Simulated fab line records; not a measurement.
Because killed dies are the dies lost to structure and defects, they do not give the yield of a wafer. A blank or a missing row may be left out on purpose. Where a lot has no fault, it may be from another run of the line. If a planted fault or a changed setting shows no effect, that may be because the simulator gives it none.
Struck lot and sound lot, side by side + flow gf180mcu + 37 out of 602 route steps
Sound: the wafers L735.1, L735.2, L735.3. Struck: wafer L752.3; the same lot's L752.5 was not struck, so it is left out; see the end for the cause.
Each step with rows lists, per side, the tool, then ch with its chambers, then its first start. Under that, the readings that differ: sound wafers + struck wafers + difference of the means + sigmas: that difference in standard deviations of wafers without a fault.
alike: same words and numbers on both sides, and readings whose means sit less than 2 such deviations apart. not compared: any withheld reading, any reading some wafer has no value for, any bound like >300 that may hide the same value, and any number with overlapping values for which the record gives no deviation.
A row with sigmas, a row that says differs or no value, or rows on one side alone: a step with any of these is where the two part. When numbers do not overlap yet have no deviation, they are printed without sigmas and do not part them. A reading that every wafer of one side lacks parts them only if that side has two wafers or more.

first, 1 step without rows for these wafers: GF_SALICIDE_WET_ETCH_01 (etches SiO2 in dHF, target depth 5 nm, time 100 s).
GF_SALICIDE_SPUTTER_02: material Co, target thk 10 nm, time 20 s.
  sound: pvd sputter-02 at day 15 09:41; struck: pvd sputter-03 at day 21 13:53
| reading                | sound          | struck | difference | sigmas |
|------------------------|----------------|--------|------------|--------|
| throttle valve pct (%) | 29.6 30.6 30.2 | 32.2   | +2.1       | +2     |
GF_SALICIDE_SPUTTER_03: material TiN, target thk 20 nm, time 16.7 s.
  sound: pvd sputter-02 at day 15 09:43; struck: pvd sputter-03 at day 21 13:55
| reading                | sound          | struck | difference | sigmas |
|------------------------|----------------|--------|------------|--------|
| throttle valve pct (%) | 29.5 30.7 30.3 | 32.2   | +2.0       | +2     |
GF_SALICIDE_RS_MEAS_04: measurement is done with a four-point probe.
  sound: film metro-01 at day 15 09:44; struck: film metro-01 at day 21 13:59
  alike: SALICIDE_TIN_RS
GF_SALICIDE_THK_MEAS_05: measures by xrf.
  sound: film metro-01 at day 15 09:52; struck: film metro-01 at day 21 14:05
  alike: SALICIDE_TIN_THK
GF_SALICIDE_RTA_06: time 30 s.
  sound on rtp anneal-01 ch 0, day 15 09:55; struck on rtp anneal-01 ch 0, day 21 14:09
  alike: lamp power pct, wafer_temp_C_max
then, 3 steps without rows for these wafers: GF_SALICIDE_WET_ETCH_07 (etches the open film in SPM, target depth 120 nm); GF_SALICIDE_RTA_08 (time 30 s); GF_CONTACT_CVD_00 (deposits SiO2, target thk 300 nm, time 50 s).
GF_CONTACT_THK_MEAS_01:
  sound: film metro-02 at day 15 10:19; struck: film metro-04 at day 21 14:29
  alike: CONTACT_CVD_00_THK
then, 1 step without rows for these wafers: GF_CONTACT_CVD_02 (deposits SiO2 from TEOS, target thk 860 nm, time 95.992 s).
GF_CONTACT_THK_MEAS_03:
  sound: film metro-03 at day 15 10:27; struck: film metro-02 at day 21 14:37
  alike: CONTACT_CVD_02_THK
GF_CONTACT_CMP_04: polishes SiO2.
  sound on cmp-02 ch 0,1,2, day 15 10:31; struck on cmp-01 ch 3, day 21 14:42
| reading                                  | sound         | struck | difference | sigmas |
|------------------------------------------|---------------|--------|------------|--------|
| time to endpoint s (s)                   | 110 113 106   | 95     | -15        | -2     |
| model.SiO2_of_CONTACT_CVD_02.thk nm (nm) | 561.3 560 558 | 617.3  | +57.5      |        |
  alike: motor current A
GF_CONTACT_BOW_MEAS_05:
  sound: film metro-03 at day 15 10:49; struck: film metro-04 at day 21 14:59
  alike: CONTACT_BOW
then, 8 steps without rows for these wafers: GF_CONTACT_DEHYDRATE_06 (time 60 s); GF_CONTACT_HMDS_07 (prime time 60 s); GF_CONTACT_COAT_08; GF_CONTACT_COAT_09 (resist thk 1000 nm); GF_CONTACT_SOFTBAKE_10 (time 60 s); GF_CONTACT_EXPOSE_11 (exposes mask Contact, target cd 220 nm); GF_CONTACT_PEB_12 (peb time 90 s); GF_CONTACT_DEVELOP_13 (develop time 60 s).
GF_CONTACT_CD_MEAS_14 targets a cd of 220 nm.
  sound: cd sem-01 at day 16 09:10; struck: cd sem-01 at day 22 13:52
  alike: cd nm
GF_CONTACT_OVL_MEAS_15:
  sound: overlay-01 at day 16 09:17; struck: overlay-02 at day 22 13:58
  alike: CONTACT_OVL
then, 1 step without rows for these wafers: GF_CONTACT_ETCH_16 (etches BARC in N2/H2).
GF_CONTACT_ETCH_17: etches SiO2 in C4F8/O2/Ar, stops on CoSi2, target depth 860 nm.
  sound: rie diel-03 ch 0,1,2; struck: rie diel-04 ch 0
| reading                             | sound             | struck | difference | sigmas |
|-------------------------------------|-------------------|--------|------------|--------|
| oes product au (a.u.)               | 0.817 0.817 0.808 | 0.843  | +0.029     | +6     |
| model.etch.depth nm (nm)            | 862.4 857.8 854.9 | 916.3  | +57.9      |        |
| model.CONTACT.feature depth nm (nm) | 862.4 857.8 854.9 | 916.3  | +57.9      |        |
GF_CONTACT_STRIP_18: strips in O2/N2.
  sound on plasma asher-01 ch 0,1, day 16 09:29; struck on plasma asher-02 ch 0, day 22 14:11
| reading            | sound       | struck | difference | sigmas |
|--------------------|-------------|--------|------------|--------|
| heater power w (W) | 474 333 466 | 292    | -132       | -2     |
  alike: drypump motor current A, oes product au
  not compared: rf hours counter h
then, 3 steps without rows for these wafers: GF_CONTACT_CLEAN_19 (cleans in SPM); GF_CONTACT_CLEAN_20 (cleans in DIW); GF_CONTACT_CLEAN_21 (cleans in dHF, time 20 s).
GF_CONTACT_SPUTTER_22: material Ti, target thk 15 nm, time 80.02 s.
  sound: pvd sputter-03 at day 16 09:48; struck: pvd sputter-04 at day 22 14:27
  alike: throttle valve pct
then, 2 steps without rows for these wafers: GF_CONTACT_SPUTTER_23 (material TiN, target thk 10 nm, time 40 s); GF_CONTACT_CVD_24 (deposits W, target thk 300 nm, time 90.339 s).
GF_CONTACT_RS_MEAS_25: measurement is done with a four-point probe.
  sound: film metro-02 at day 16 10:00; struck: film metro-03 at day 22 14:41
  alike: CONTACT_W_RS
GF_CONTACT_THK_MEAS_26: measures by xrf.
  sound: film metro-02 at day 16 10:07; struck: film metro-03 at day 22 14:47
  alike: CONTACT_W_THK
GF_CONTACT_CMP_27: polishes, stops on SiO2, t overpolish 15 s, target thk 0 nm.
  sound on cmp-01 ch 0,1,3, day 16 10:11; struck on cmp-02 ch 3, day 22 14:50
| reading                                  | sound             | struck | difference | sigmas |
|------------------------------------------|-------------------|--------|------------|--------|
| model.SiO2_of_CONTACT_CVD_02.thk nm (nm) | 554.5 553.1 551.1 | 610.5  | +57.6      |        |
  alike: motor current A
then, 1 step without rows for these wafers: GF_M1_SPUTTER_00 (material Ti, target thk 37.5 nm, time 150 s).

== WHERE THEY PART ==
Earliest at GF_SALICIDE_SPUTTER_02; latest, in this record, at GF_CONTACT_STRIP_18. Later steps at which nothing parts them and some readings are alike: GF_CONTACT_SPUTTER_22, GF_CONTACT_RS_MEAS_25, GF_CONTACT_THK_MEAS_26, GF_CONTACT_CMP_27.

WHY: whatever the simulator had introduced
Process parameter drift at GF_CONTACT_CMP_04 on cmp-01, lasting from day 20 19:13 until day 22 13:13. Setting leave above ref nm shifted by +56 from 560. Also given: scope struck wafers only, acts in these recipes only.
